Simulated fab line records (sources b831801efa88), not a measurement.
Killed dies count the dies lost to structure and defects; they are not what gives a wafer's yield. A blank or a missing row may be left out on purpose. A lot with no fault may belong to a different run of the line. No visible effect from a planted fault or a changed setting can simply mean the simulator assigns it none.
Code-filled problem report in 8D (eight disciplines) form	flow sky130	the parts of the form that need people (team, actions taken, sign-off) are left out

## 1. THE ISSUE
SKY_PAD_OPEN_PROBE_99, killed_at_M4_up: mean 53.7 on 3 wafers (1 lot); fault-free wafers 3.1, standard deviation 1.9. That puts it +27 standard deviations away from the usual mean.
Seen first at day 47 20:31 on prober-02, wafer L731.1. At this step, 36 wafers from 12 lots have a number in the record. The rule behind "out" and "out of limits": a value lying over 4 standard deviations away from the usual mean. The rest of the wafers with a number are treated as sound.

## 2. WHAT IT IS; WHAT IT IS NOT
question	is	is not
which readings at this step	killed_at_M4_up, defect limited yield, killed dies, sort n pass, sort yield pct	killed_at_M0_to_M3, killed at contacts, killed at front end, killed at other, killed open, sort_bin_6_memory
which lots	L731	L724, L725, L726, L727, L738, L739, L741, L742, L745, L746, L747
which wafers of those lots	all that have a number	-
read on which tools	prober-02	prober-01
when	from day 47 20:31	up to then (12 sound wafers); but 21 sound wafers of L738, L739, L741, L742, L745, L746, L747 came after

## 3. THE SUSPECTS, EACH WITH WHAT RULES IT OUT
Counting: any tool at a process step up to the reading is kept as a suspect provided that every lot that is out went through it and no sound lot did after the first of them.
- rie metal-01 at SKY_METAL4_ETCH_16 (etches BARC in N2/H2, stops on SiO2, time 88.2 s, target depth 60 nm): ruled out as a lasting fault. After its first lot that is out, L731 (day 44 02:38), sound lots L747 ran on it.
- wet bench-01 at SKY_METAL4_CLEAN_22 (cleans in O3/DIW): kept. It ran the lot that is out, L731 (day 44 03:25), and no sound lot after that.
- cmp-01 at SKY_VIA4_CMP_21 (polishes, stops on SiO2, t overpolish 25 s, target thk 0 nm): ruled out as a lasting fault. After its first lot that is out, L731 (day 45 02:38), sound lots L738, L739, L742, L747 ran on it.
- pvd sputter-04 at SKY_METAL5_SPUTTER_02 (material AlCu, target thk 1150 nm, time 61.2 s): ruled out as a lasting fault. After its first lot that is out, L731 (day 45 02:59), sound lots L739, L741 ran on it.
- prober-02 at SKY_PAD_OPEN_PROBE_99: ruled out as a lasting fault. After its first lot that is out, L731 (day 47 20:31), sound lots L738, L739, L745, L746 ran on it.
Remaining after the count: wet bench-01 at SKY_METAL4_CLEAN_22.

## 4. THE CAUSE (what the simulator had put in)
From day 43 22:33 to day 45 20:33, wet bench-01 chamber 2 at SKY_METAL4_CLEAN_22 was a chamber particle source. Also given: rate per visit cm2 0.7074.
The count eliminated every tool but this one.

## 5. THE CHAIN OF EFFECTS, in route order
Each row: a reading whose mean over the struck wafers that have a number lies more than 3 standard deviations from the usual. Only readings for which the record gives a usual standard deviation are gone through. hours: the time from each lot's start at the first step in this table that gives one to its start at this step, as a median over the lots. sigmas: the change in usual standard deviations.
hours	step	reading	usual	on struck wafers	change	sigmas
0	SKY_PAD_OPEN_PROBE_99	defect limited yield	82.4 %	73.1	-9.3	-4.9
0	SKY_PAD_OPEN_PROBE_99	killed_at_M4_up	3.1	53.7	+50.6	+27
0	SKY_PAD_OPEN_PROBE_99	killed dies	87	132	+45	+4.9
0	SKY_PAD_OPEN_PROBE_99	sort_bin_3_pad_short	0.9 %	2.4	+1.5	+3.1
0	SKY_PAD_OPEN_PROBE_99	sort_bin_5_function	10.3 %	16.4	+6.1	+4.1
0	SKY_PAD_OPEN_PROBE_99	sort n pass	405	360	-45	-4.9
0	SKY_PAD_OPEN_PROBE_99	sort yield pct	82.4 %	73.1	-9.3	-4.9
Here are the process steps it includes:
- SKY_PAD_OPEN_PROBE_99

## 6. WHAT WOULD HAVE CAUGHT IT SOONER
In this record the first reading out of limits was taken at day 47 20:31, 94 hours after the fault began at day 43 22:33.
The start of SKY_METAL4_CLEAN_22 on wet bench-01 came by day 47 20:31 for every one of the lots that are out (1). Had the tool been put on hold then, not one of them would have been saved.
